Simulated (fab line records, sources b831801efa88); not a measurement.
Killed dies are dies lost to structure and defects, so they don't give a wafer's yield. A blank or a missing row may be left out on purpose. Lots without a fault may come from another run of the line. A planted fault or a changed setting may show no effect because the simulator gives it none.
Chamber matching | flow gf180mcu | GF_SAB_ETCH_11 on rie_diel-03: 4 sister chambers
The step etches SiO2 in C4F8/O2/Ar, target depth 55 nm, time 8.5 s. 4 wafers are shown with their chamber, then 11 later ones without.

WAFERS WITH THEIR CHAMBER
wafer  | chamber | oes_product_au (a.u.)
L084.2 | 0       | 0.991
L084.3 | 1       | 0.988
L084.6 | 3       | 0.998
L086.4 | 2       | 0.969

WAFERS WITHOUT THEIR CHAMBER
wafer  | oes_product_au (a.u.)
L086.5 | 0.984
L086.6 | 0.979
L090.1 | 1.008
L090.3 | 0.984
L090.6 | 0.994
L092.1 | 0.988
L092.3 | 1.005
L092.6 | 0.993
L094.1 | 0.998
L094.2 | 1.000
L094.5 | 1.009

WHICH CHAMBER EACH WENT THROUGH
wafer  | from the rows above               | in truth
L086.5 | can't be placed: 1 or 0 or 3 or 2 | 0
L086.6 | can't be placed: 1 or 2 or 0 or 3 | 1
L090.1 | can't be placed: 3 or 0 or 1      | 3
L090.3 | can't be placed: 1 or 0 or 3 or 2 | 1
L090.6 | can't be placed: 0 or 3 or 1      | 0
L092.1 | can't be placed: 1 or 0 or 3      | 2
L092.3 | can't be placed: 3 or 0 or 1      | 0
L092.6 | can't be placed: 0 or 1 or 3      | 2
L094.1 | can't be placed: 3 or 0 or 1      | 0
L094.2 | can't be placed: 3 or 0 or 1      | 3
L094.5 | can't be placed: 3 or 0 or 1      | 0
Placed correctly: 0 of 11. Can't be placed from these rows: 11 (the true chamber is among the candidates in 9). Placed wrongly: 0.
How it was worked out, from the rows above alone: a wafer's distance from a chamber is the root of the sum, over the readings, of the square of ((its reading less the chamber's mean) divided by the reading's scatter). The wafer belongs to the nearest chamber; if the next one is less than 2 further off, it can't be placed. A chamber's mean is the mean of its shown wafers. The scatter: with one shown wafer a chamber, the root of the mean of the squares of how far each hidden wafer lies from its nearest shown one.
